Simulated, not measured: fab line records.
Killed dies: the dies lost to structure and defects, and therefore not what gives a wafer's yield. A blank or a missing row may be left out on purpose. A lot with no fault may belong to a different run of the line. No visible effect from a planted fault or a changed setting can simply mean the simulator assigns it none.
A struck lot beside a sound one / flow sky130 / 17 steps out of a route of 708
Sound: the wafers L204.1, L204.4, L204.6. Struck: wafer L201.2 (L201.3, L201.4, from the same lot, were not struck and are left out); the cause is given at the end.
For every step that has rows: the tool of each side, followed by ch and its chambers, followed by its first start. Under that, the readings that differ: sound wafers / struck wafers / difference of the means / sigmas: that difference in standard deviations of wafers without a fault.
alike: same words and numbers on both sides, and readings whose means sit less than 2 such deviations apart. not compared: any withheld reading, any reading some wafer has no value for, any bound like >300 that may hide the same value, and any number with overlapping values for which the record gives no deviation.
The two part at a step that has a row with sigmas, a row that says differs or no value, or rows on one side only. When numbers do not overlap yet have no deviation, they are printed without sigmas and do not part them. A reading missing from all wafers of one side parts the sides only when that side holds two or more wafers.

first, 1 step without rows for these wafers: SKY_NWELL_IMPLANT_24.
SKY_NWELL_STRIP_25: strips in O2/N2.
  sound on plasma_asher-01 ch 1, day 8 17:54; struck on plasma_asher-04 ch 1, day 8 00:12
  alike: drypump_motor_current_A, oes_product_au, strip_time_to_endpoint_s
  not compared: rf_hours_counter_h
SKY_NWELL_TW_MEAS_26:
  sound on film_metro-03, day 8 18:00; struck on film_metro-04, day 8 00:19
  alike: NWELL_2_TW
then, 1 step without rows for these wafers: SKY_NWELL_CLEAN_27 (cleans in SC1/SC2, time 150 s).
SKY_NWELL_RTA_28: time 30 s.
  sound on rtp_anneal-01 ch 0, day 8 18:07; struck on rtp_anneal-01 ch 0, day 8 00:26
  alike: lamp_power_pct, wafer_temp_C_max
SKY_NWELL_RS_MEAS_29: the measuring method here is four-point-probe.
  sound on film_metro-01, day 8 18:13; struck on film_metro-03, day 8 00:32
  alike: NWELL_RS
SKY_NWELL_RS_MEAS_31: the measuring method here is four-point-probe.
  sound on film_metro-01, day 8 18:27; struck on film_metro-03, day 8 00:46
reading=PWDE_RS (ohm/sq); sound=5238 5257 5256; struck=5291; difference=+41; sigmas=+3
then, 4 steps without rows for these wafers: SKY_VT_ADJUST_HVTP_DEHYDRATE_00 (time 60 s); SKY_VT_ADJUST_HVTP_HMDS_01 (prime time 60 s); SKY_VT_ADJUST_HVTP_COAT_02 (resist thk 1140 nm); SKY_VT_ADJUST_HVTP_SOFTBAKE_03 (time 60 s).
SKY_VT_ADJUST_HVTP_EXPOSE_04: exposes mask HVTPM, target cd 380 nm.
  sound on iline_stepper-01 ch 0, day 9 05:26; struck on iline_stepper-02 ch 0, day 8 10:11
  alike: mask, reticle_temp_C, stage_vel_mm_s
then, 2 steps without rows for these wafers: SKY_VT_ADJUST_HVTP_PEB_05; SKY_VT_ADJUST_HVTP_DEVELOP_06 (develop time 60 s).
SKY_VT_ADJUST_HVTP_CD_MEAS_07: target cd 380 nm.
  sound on cd_sem-02, day 9 15:34; struck on cd_sem-02, day 8 20:05
reading=cd_nm (nm); sound=376.9 378.7 380.7; struck=352.8; difference=-26.0; sigmas=-11
SKY_VT_ADJUST_HVTP_OVL_MEAS_08:
  sound on overlay-01, day 9 15:41; struck on overlay-02, day 8 20:11
reading=VT_ADJUST_HVTP_OVL (nm); sound=-0.7 -0.8 0.5; struck=3.0; difference=+3.3; sigmas=+2
then, 1 step without rows for these wafers: SKY_PAD_OPEN_PROBE_99.

== WHERE THEY PART ==
Last at SKY_VT_ADJUST_HVTP_OVL_MEAS_08 as far as this record goes, first at SKY_NWELL_RS_MEAS_31.

WHY: what had been put in by the simulator
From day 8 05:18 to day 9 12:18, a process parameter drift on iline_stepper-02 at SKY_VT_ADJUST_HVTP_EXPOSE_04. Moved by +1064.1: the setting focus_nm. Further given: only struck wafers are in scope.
